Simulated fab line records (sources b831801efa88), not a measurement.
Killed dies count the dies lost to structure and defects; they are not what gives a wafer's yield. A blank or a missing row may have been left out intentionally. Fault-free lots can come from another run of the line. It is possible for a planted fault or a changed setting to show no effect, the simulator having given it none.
2 desks, one fault / flow sky130 / numbers are kept per desk, each desk with only its own; the story behind them comes last

== THE METROLOGY DESK ==
What the gauges read for every lot (on any tool): the sampled wafers with a number, averaged. Marked OUT: a lot whose mean sits more than 4 standard deviations from the usual mean, which makes it out of limits; the brackets give that distance.
Columns: A = VIA2_HDPCVD_THK at SKY_VIA2_THK_MEAS_01, usual 1185 nm
lot=L125; first seen here=day 35 03:38; A=1185
lot=L126; first seen here=day 35 06:21; A=1175
lot=L128; first seen here=day 36 07:20; A=1201
lot=L133; first seen here=day 37 16:48; A=1207
lot=L141; first seen here=day 40 08:55; A=1187
lot=L142; first seen here=day 40 13:22; A=1183
lot=L143; first seen here=day 40 19:33; A=1178
lot=L144; first seen here=day 40 23:27; A=1182
lot=L146; first seen here=day 41 13:26; A=1185
lot=L147; first seen here=day 42 16:35; A=1189
lot=L148; first seen here=day 42 17:37; A=1195
Finding of this desk: none of the 11 lots has anything out of limits.

== FOR THE TOOL OWNER'S DESK: hdpcvd-02 ==
The tool's own readings at SKY_VIA2_HDPCVD_00 (deposits SiO2, target thk 1180 nm, time 196.7 s): means of the sampled wafers that have a number, for each lot that ran on this tool. Marked OUT: a lot whose mean sits more than 4 standard deviations from the usual mean, which makes it out of limits; the brackets give that distance.
Columns: A = runLengthS at SKY_VIA2_HDPCVD_00, usual 225.1 s
lot=L125; first seen here=day 35 03:29; A=225.0
lot=L128; first seen here=day 36 07:13; A=224.6
lot=L133; first seen here=day 37 16:43; A=228.8 (+8.1) OUT
lot=L142; first seen here=day 40 13:14; A=224.9
lot=L147; first seen here=day 42 16:27; A=225.1
This desk's finding: out of limits on L133; first on L133, day 37 16:43 (runLengthS at SKY_VIA2_HDPCVD_00). Within limits: L125, L128, L142, L147.

== PUT TOGETHER ==
On L133, at day 37 16:43, an alarm was possible from the tool owner's desk.
Nothing out of limits was seen by the metrology desk.
The metrology desk has L133 on record, within its limits.
Of the lots named, all ran SKY_VIA2_HDPCVD_00 on hdpcvd-02.

== WHAT THE SIMULATOR HAD PUT IN ==
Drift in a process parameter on hdpcvd-02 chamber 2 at SKY_VIA2_HDPCVD_00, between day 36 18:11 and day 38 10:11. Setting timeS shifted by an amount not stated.
Lots struck among those shown: L133.
How many hours passed from the start of the fault until each desk's first out-of-limits reading: the tool owner's desk, 23.
